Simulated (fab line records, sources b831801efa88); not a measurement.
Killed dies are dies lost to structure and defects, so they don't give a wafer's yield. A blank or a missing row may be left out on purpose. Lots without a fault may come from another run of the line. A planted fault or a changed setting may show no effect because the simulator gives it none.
One fault seen from 2 desks | flow sky130 | each desk has only its own numbers; what lay behind them comes last

THE METROLOGY DESK
What the gauges read, lot by lot, whatever tool the lot ran on: means of the sampled wafers that have a number. A lot is out of limits, marked OUT, if its mean lies more than 4 standard deviations from the usual mean; the brackets give that distance.
Columns: A = VIA4_OVL at SKY_VIA4_OVL_MEAS_11, usual 1.1 nm; B = VIA4_W_RS at SKY_VIA4_RS_MEAS_19, usual 0.2267 ohm/sq
lot  | first seen here | A    | B
L279 | day 42 19:47    | 0.8  | 0.2235
L280 | day 43 02:10    | -0.1 | 0.2270
L281 | day 43 11:07    | 1.3  | 0.2235
L282 | day 43 20:12    | 1.5  | 0.2273
L284 | day 44 10:00    | 2.5  | 0.2271
L287 | day 45 05:34    | 1.1  | 0.2275
L290 | day 46 00:42    | 1.4  | 0.2324
L291 | day 46 11:07    | 1.7  | 0.2303
L294 | day 47 01:51    | 1.3  | 0.2271
L293 | day 47 03:44    | 2.8  | 0.2301
L298 | day 47 22:48    | 0.9  | 0.2294
This desk's finding: nothing out of limits on any of the 11 lots.

THE TOOL OWNER'S DESK: cvd_w-02
The tool's own readings at SKY_VIA4_CVD_18 (deposits W, target thk 505 nm, time 152.14 s): means of the sampled wafers that have a number, for each lot that ran on this tool. A lot is out of limits, marked OUT, if its mean lies more than 4 standard deviations from the usual mean; the brackets give that distance.
Columns: A = chamber_pressure_Torr at SKY_VIA4_CVD_18, usual 39.99 Torr; B = heater_power_w at SKY_VIA4_CVD_18, usual 816 W; C = susceptor_temp_C at SKY_VIA4_CVD_18, usual 399.99 C
lot  | first seen here | A     | B   | C
L281 | day 43 11:53    | 39.91 | 789 | 399.84
L282 | day 43 20:58    | 39.98 | 789 | 400.14
L290 | day 46 01:28    | 39.91 | 789 | 398.12 (-8.1) OUT
L291 | day 46 11:57    | 40.06 | 789 | 399.10
This desk's finding: out of limits on L290; first on L290, day 46 01:28 (susceptor_temp_C at SKY_VIA4_CVD_18). In limits: L281, L282, L291.

PUT TOGETHER
The tool owner's desk could have raised an alarm at day 46 01:28, on L290.
The metrology desk saw nothing out of limits.
The metrology desk has L290 on record, within its limits.
Of the lots named, all ran SKY_VIA4_CVD_18 on cvd_w-02.

WHAT THE SIMULATOR HAD PUT IN
Process parameter drift: cvd_w-02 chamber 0, from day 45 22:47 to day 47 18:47, at SKY_VIA4_CVD_18. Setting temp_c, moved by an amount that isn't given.
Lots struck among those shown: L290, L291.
Hours from the fault's start to each desk's first reading out of limits: the tool owner's desk, 3.
